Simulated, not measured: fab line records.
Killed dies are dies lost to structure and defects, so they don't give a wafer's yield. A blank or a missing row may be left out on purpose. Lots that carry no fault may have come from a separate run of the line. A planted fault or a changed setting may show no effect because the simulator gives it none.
Check of tool commonality / flow gf180mcu / Sample size 11 lots and 33 wafers

## WHY IT WAS OPENED
At GF_STI_THK_MEAS_04 the reading STI_CVD_03_THK is flagged on 1 of 11 lots. Wafers without a fault read 208.2 nm, standard deviation 1.8.
Rule: a lot is flagged in two cases, either no wafer of it has a number, or all its wafers with numbers fall more than 4 standard deviations from that mean. The rest of the lots are taken to be sound.

lot=L325; measured=day 1 20:08; on=film metro-01; STI_CVD_03_THK (nm), wafer by wafer=209.1 208.6 209.9; flag=
lot=L326; measured=day 2 01:49; on=film metro-01; STI_CVD_03_THK (nm), wafer by wafer=206.6 208.0 208.4; flag=
lot=L327; measured=day 2 04:35; on=film metro-01; STI_CVD_03_THK (nm), wafer by wafer=205.7 206.8 205.6; flag=
lot=L329; measured=day 2 14:35; on=film metro-04; STI_CVD_03_THK (nm), wafer by wafer=207.9 209.5 206.8; flag=
lot=L330; measured=day 2 21:01; on=film metro-04; STI_CVD_03_THK (nm), wafer by wafer=209.4 207.0 207.6; flag=
lot=L331; measured=day 3 01:39; on=film metro-04; STI_CVD_03_THK (nm), wafer by wafer=209.5 210.6 211.2; flag=
lot=L332; measured=day 3 07:33; on=film metro-02; STI_CVD_03_THK (nm), wafer by wafer=207.3 207.0 206.7; flag=
lot=L333; measured=day 3 10:34; on=film metro-04; STI_CVD_03_THK (nm), wafer by wafer=207.6 210.4 207.9; flag=
lot=L339; measured=day 4 16:34; on=film metro-04; STI_CVD_03_THK (nm), wafer by wafer=176.0 172.4 177.1; flag=FLAGGED
lot=L344; measured=day 5 18:33; on=film metro-02; STI_CVD_03_THK (nm), wafer by wafer=207.9 208.3 208.0; flag=
lot=L347; measured=day 6 09:34; on=film metro-04; STI_CVD_03_THK (nm), wafer by wafer=207.7 206.8 205.6; flag=
The mean of the flagged lots' numbers is 175.2 nm, -33.0 nm from the usual (-18 standard deviations).

## WHICH TOOL EACH LOT WENT THROUGH
The record keeps 1 process step preceding the reading, out of 602 steps on the route. Read each cell as the tool, then ch plus the chambers that the sampled wafers visited, then the start.
lot=L325; flag=; GF_STI_CVD_03=lpcvd-02 ch 0, day 1 17:10
lot=L326; flag=; GF_STI_CVD_03=lpcvd-02 ch 1, day 1 22:49
lot=L327; flag=; GF_STI_CVD_03=lpcvd-01 ch 0, day 2 02:34
lot=L329; flag=; GF_STI_CVD_03=lpcvd-01 ch 1, day 2 12:36
lot=L330; flag=; GF_STI_CVD_03=lpcvd-02 ch 1, day 2 18:02
lot=L331; flag=; GF_STI_CVD_03=lpcvd-02 ch 1, day 2 22:39
lot=L332; flag=; GF_STI_CVD_03=lpcvd-02 ch 0, day 3 04:34
lot=L333; flag=; GF_STI_CVD_03=lpcvd-01 ch 1, day 3 08:34
lot=L339; flag=FLAGGED; GF_STI_CVD_03=lpcvd-01 ch 1, day 4 14:34
lot=L344; flag=; GF_STI_CVD_03=lpcvd-02 ch 0, day 5 15:34
lot=L347; flag=; GF_STI_CVD_03=lpcvd-02 ch 0, day 6 06:34
These steps, and what they do:
- GF_STI_CVD_03: deposits Si3N4 from DCS/NH3, target thk 207.16 nm, time 3551 s.
- GF_STI_THK_MEAS_04

## FLAGGED AGAINST TOTAL, ONE TOOL AT A TIME (gauges that did the reading follow at the end)
step=GF_STI_CVD_03; tool=lpcvd-01; lots run=4; flagged=1; share of the flagged lots=all; sound lots run after its first flagged lot=0
step=GF_STI_CVD_03; tool=lpcvd-02; lots run=7; flagged=0; share of the flagged lots=none; sound lots run after its first flagged lot=-
step=GF_STI_THK_MEAS_04; tool=film metro-01; lots run=3; flagged=0; share of the flagged lots=none; sound lots run after its first flagged lot=-
step=GF_STI_THK_MEAS_04; tool=film metro-02; lots run=2; flagged=0; share of the flagged lots=none; sound lots run after its first flagged lot=-
step=GF_STI_THK_MEAS_04; tool=film metro-04; lots run=6; flagged=1; share of the flagged lots=all; sound lots run after its first flagged lot=1 (L347)

## WHAT IS ALLOWED BY THE TABLE
Every flagged lot went through 2 rows of the table: lpcvd-01 at GF_STI_CVD_03 and film metro-04 at GF_STI_THK_MEAS_04.
- lpcvd-01 at GF_STI_CVD_03: 1 of its 4 lots flagged. Its last sound lot is L333 (day 3 08:34), its first flagged lot L339 (day 4 14:34): a fault that began between those two fits. Its own readings (spike tc centre C) fall more than 4 standard deviations out on all wafers of the flagged lots.
- film metro-04 at GF_STI_THK_MEAS_04: 1 of its 6 lots flagged. After the first flagged lot (L347), sound lots still ran on it; a lasting fault on the whole tool would not permit that.
What remains is a single tool, lpcvd-01 at GF_STI_CVD_03.

## WHAT THE SIMULATOR HAD INSERTED
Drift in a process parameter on lpcvd-01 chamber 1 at GF_STI_CVD_03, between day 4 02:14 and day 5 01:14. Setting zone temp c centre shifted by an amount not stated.
Struck lots among those shown: L339. The rule above found the same.
